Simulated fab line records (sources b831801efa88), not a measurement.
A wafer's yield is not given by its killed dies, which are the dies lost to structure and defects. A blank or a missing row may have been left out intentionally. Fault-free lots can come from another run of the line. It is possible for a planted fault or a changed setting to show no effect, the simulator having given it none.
Which tool was responsible? || flow gf180mcu || 13 lots with 39 wafers sampled at 4 steps, on a route of 602 steps

WHAT THE GAUGES SHOWED, per wafer
GF_V5_THK_MEAS_25: measures by xrf. Usual: V5_W_THK gives 354 nm (standard deviation 4.2).
{"lot": "L762", "measured": "day 27 23:05", "on": "film metro-03", "V5_W_THK (nm)": "352 351 359", "flag": ""}
{"lot": "L763", "measured": "day 28 07:46", "on": "film metro-02", "V5_W_THK (nm)": "355 348 345", "flag": ""}
{"lot": "L764", "measured": "day 28 17:04", "on": "film metro-02", "V5_W_THK (nm)": "357 354 350", "flag": ""}
{"lot": "L765", "measured": "day 28 21:17", "on": "film metro-02", "V5_W_THK (nm)": "350 352 346", "flag": ""}
{"lot": "L767", "measured": "day 29 11:47", "on": "film metro-03", "V5_W_THK (nm)": "358 353 356", "flag": ""}
{"lot": "L768", "measured": "day 29 23:24", "on": "film metro-02", "V5_W_THK (nm)": "360 362 351", "flag": ""}
{"lot": "L769", "measured": "day 30 03:28", "on": "film metro-02", "V5_W_THK (nm)": "356 356 354", "flag": ""}
{"lot": "L770", "measured": "day 30 16:23", "on": "film metro-02", "V5_W_THK (nm)": "355 354 355", "flag": ""}
{"lot": "L772", "measured": "day 31 03:04", "on": "film metro-03", "V5_W_THK (nm)": "352 349 355", "flag": ""}
{"lot": "L773", "measured": "day 31 10:05", "on": "film metro-02", "V5_W_THK (nm)": "363 358 353", "flag": ""}
{"lot": "L779", "measured": "day 33 00:33", "on": "film metro-03", "V5_W_THK (nm)": "349 357 354", "flag": ""}
{"lot": "L781", "measured": "day 33 09:10", "on": "film metro-04", "V5_W_THK (nm)": "354 353 355", "flag": ""}
{"lot": "L782", "measured": "day 33 16:53", "on": "film metro-02", "V5_W_THK (nm)": "346 346 351", "flag": ""}

GF_TOP_METAL_CD_MEAS_14: the cd target is 440 nm. Usual: 439.7 nm for cd nm, sd 2.3.
{"lot": "L762", "measured": "day 28 18:47", "on": "cd sem-01", "cd nm (nm)": "437.2 439.5 438.9", "flag": ""}
{"lot": "L763", "measured": "day 29 03:05", "on": "cd sem-01", "cd nm (nm)": "439.5 439.4 441.1", "flag": ""}
{"lot": "L764", "measured": "day 29 12:09", "on": "cd sem-01", "cd nm (nm)": "443.5 442.2 441.0", "flag": ""}
{"lot": "L765", "measured": "day 29 16:18", "on": "cd sem-02", "cd nm (nm)": "441.0 444.2 441.2", "flag": ""}
{"lot": "L767", "measured": "day 30 06:58", "on": "cd sem-01", "cd nm (nm)": "438.8 440.4 439.2", "flag": ""}
{"lot": "L768", "measured": "day 30 18:10", "on": "cd sem-02", "cd nm (nm)": "442.5 439.4 439.5", "flag": ""}
{"lot": "L769", "measured": "day 30 20:53", "on": "cd sem-01", "cd nm (nm)": "440.0 437.4 437.7", "flag": ""}
{"lot": "L770", "measured": "day 31 10:29", "on": "cd sem-01", "cd nm (nm)": "438.1 441.1 437.9", "flag": ""}
{"lot": "L772", "measured": "day 31 20:07", "on": "cd sem-01", "cd nm (nm)": "436.7 436.7 436.8", "flag": ""}
{"lot": "L773", "measured": "day 32 03:08", "on": "cd sem-01", "cd nm (nm)": "438.3 440.6 439.6", "flag": ""}
{"lot": "L779", "measured": "day 33 15:23", "on": "cd sem-01", "cd nm (nm)": "440.1 438.9 439.0", "flag": ""}
{"lot": "L781", "measured": "day 34 01:42", "on": "cd sem-01", "cd nm (nm)": "438.8 442.4 439.2", "flag": ""}
{"lot": "L782", "measured": "day 34 08:32", "on": "cd sem-01", "cd nm (nm)": "434.6 435.2 434.0", "flag": ""}

WHICH TOOL RAN EACH LOT (tool, then ch and the chambers of the sampled wafers, then the start)
{"lot": "L762", "GF_MIM_SPUTTER_01": "pvd sputter-01, day 25 06:04", "GF_TOP_METAL_SPUTTER_00": "pvd sputter-02, day 27 23:27"}
{"lot": "L763", "GF_MIM_SPUTTER_01": "pvd sputter-04, day 25 15:22", "GF_TOP_METAL_SPUTTER_00": "pvd sputter-04, day 28 08:07"}
{"lot": "L764", "GF_MIM_SPUTTER_01": "pvd sputter-04, day 26 01:51", "GF_TOP_METAL_SPUTTER_00": "pvd sputter-02, day 28 17:24"}
{"lot": "L765", "GF_MIM_SPUTTER_01": "pvd sputter-01, day 26 05:41", "GF_TOP_METAL_SPUTTER_00": "pvd sputter-02, day 28 21:38"}
{"lot": "L767", "GF_MIM_SPUTTER_01": "pvd sputter-01, day 26 21:13", "GF_TOP_METAL_SPUTTER_00": "pvd sputter-02, day 29 12:09"}
{"lot": "L768", "GF_MIM_SPUTTER_01": "pvd sputter-01, day 27 11:13", "GF_TOP_METAL_SPUTTER_00": "pvd sputter-02, day 29 23:56"}
{"lot": "L769", "GF_MIM_SPUTTER_01": "pvd sputter-04, day 27 15:57", "GF_TOP_METAL_SPUTTER_00": "pvd sputter-04, day 30 03:50"}
{"lot": "L770", "GF_MIM_SPUTTER_01": "pvd sputter-01, day 28 04:49", "GF_TOP_METAL_SPUTTER_00": "pvd sputter-03, day 30 16:46"}
{"lot": "L772", "GF_MIM_SPUTTER_01": "pvd sputter-01, day 28 17:56", "GF_TOP_METAL_SPUTTER_00": "pvd sputter-04, day 31 03:26"}
{"lot": "L773", "GF_MIM_SPUTTER_01": "pvd sputter-01, day 28 23:55", "GF_TOP_METAL_SPUTTER_00": "pvd sputter-04, day 31 10:27"}
{"lot": "L779", "GF_MIM_SPUTTER_01": "pvd sputter-04, day 30 18:58", "GF_TOP_METAL_SPUTTER_00": "pvd sputter-03, day 33 00:54"}
{"lot": "L781", "GF_MIM_SPUTTER_01": "pvd sputter-02, day 31 04:16", "GF_TOP_METAL_SPUTTER_00": "pvd sputter-02, day 33 09:30"}
{"lot": "L782", "GF_MIM_SPUTTER_01": "pvd sputter-02, day 31 13:27", "GF_TOP_METAL_SPUTTER_00": "pvd sputter-02, day 33 17:15"}
- GF_MIM_SPUTTER_01: material TiN, target thk 30 nm, time 25 s.
- GF_TOP_METAL_SPUTTER_00: material Ti, target thk 37.5 nm, time 150 s.

WHAT THE TOOLS THEMSELVES READ (means of the sampled wafers that have a number; where no wafer has one, the mark that the record gives instead)
GF_MIM_SPUTTER_01. Usual: 29.5 % for throttle valve pct, sd 1.1.
{"lot": "L762", "tool": "pvd sputter-01", "throttle valve pct (%)": 29.6, "flag": ""}
{"lot": "L763", "tool": "pvd sputter-04", "throttle valve pct (%)": 29.1, "flag": ""}
{"lot": "L764", "tool": "pvd sputter-04", "throttle valve pct (%)": 28.6, "flag": ""}
{"lot": "L765", "tool": "pvd sputter-01", "throttle valve pct (%)": 29.3, "flag": ""}
{"lot": "L767", "tool": "pvd sputter-01", "throttle valve pct (%)": 30.2, "flag": ""}
{"lot": "L768", "tool": "pvd sputter-01", "throttle valve pct (%)": 30.1, "flag": ""}
{"lot": "L769", "tool": "pvd sputter-04", "throttle valve pct (%)": 29.1, "flag": ""}
{"lot": "L770", "tool": "pvd sputter-01", "throttle valve pct (%)": 30.2, "flag": ""}
{"lot": "L772", "tool": "pvd sputter-01", "throttle valve pct (%)": 30.0, "flag": ""}
{"lot": "L773", "tool": "pvd sputter-01", "throttle valve pct (%)": 30.3, "flag": ""}
{"lot": "L779", "tool": "pvd sputter-04", "throttle valve pct (%)": 28.3, "flag": ""}
{"lot": "L781", "tool": "pvd sputter-02", "throttle valve pct (%)": 29.8, "flag": ""}
{"lot": "L782", "tool": "pvd sputter-02", "throttle valve pct (%)": 29.5, "flag": ""}

GF_TOP_METAL_SPUTTER_00. Usual: substrate temp c 200.02 C, standard deviation 0.17; throttle valve pct 29.3 %, standard deviation 0.96.
{"lot": "L762", "tool": "pvd sputter-02", "substrate temp c (C)": 200.18, "throttle valve pct (%)": 29.5, "flag": ""}
{"lot": "L763", "tool": "pvd sputter-04", "substrate temp c (C)": 199.98, "throttle valve pct (%)": 29.4, "flag": ""}
{"lot": "L764", "tool": "pvd sputter-02", "substrate temp c (C)": 199.97, "throttle valve pct (%)": 29.3, "flag": ""}
{"lot": "L765", "tool": "pvd sputter-02", "substrate temp c (C)": 199.89, "throttle valve pct (%)": 29.6, "flag": ""}
{"lot": "L767", "tool": "pvd sputter-02", "substrate temp c (C)": 200.08, "throttle valve pct (%)": 28.8, "flag": ""}
{"lot": "L768", "tool": "pvd sputter-02", "substrate temp c (C)": 200.13, "throttle valve pct (%)": 29.0, "flag": ""}
{"lot": "L769", "tool": "pvd sputter-04", "substrate temp c (C)": 199.94, "throttle valve pct (%)": 28.6, "flag": ""}
{"lot": "L770", "tool": "pvd sputter-03", "substrate temp c (C)": 200.08, "throttle valve pct (%)": 30.2, "flag": ""}
{"lot": "L772", "tool": "pvd sputter-04", "substrate temp c (C)": 200.10, "throttle valve pct (%)": 29.1, "flag": ""}
{"lot": "L773", "tool": "pvd sputter-04", "substrate temp c (C)": 199.89, "throttle valve pct (%)": 28.5, "flag": ""}
{"lot": "L779", "tool": "pvd sputter-03", "substrate temp c (C)": 200.13, "throttle valve pct (%)": 30.2, "flag": ""}
{"lot": "L781", "tool": "pvd sputter-02", "substrate temp c (C)": 199.90, "throttle valve pct (%)": 29.2, "flag": ""}
{"lot": "L782", "tool": "pvd sputter-02", "substrate temp c (C)": 199.89, "throttle valve pct (%)": 29.5, "flag": ""}

THE ANSWER, worked out from the rows above alone
Rule: lot off if the mean of its wafers having a number is beyond 3 standard deviations from the usual mean. Also off: a lot with no number at a reading for which 4 or more lots have one. The other lots that the step has rows for count as sound. The gauges are gone through in route order, then the tools' own readings, and for those a lot's mean is taken as printed above. The first step at which some lot is off is used, and at that step the reading that is off furthest; a lot without a number counts as furthest.
No lot is off at any reading shown: from this, nothing can be told.

WHAT THE SIMULATOR HAD INSERTED
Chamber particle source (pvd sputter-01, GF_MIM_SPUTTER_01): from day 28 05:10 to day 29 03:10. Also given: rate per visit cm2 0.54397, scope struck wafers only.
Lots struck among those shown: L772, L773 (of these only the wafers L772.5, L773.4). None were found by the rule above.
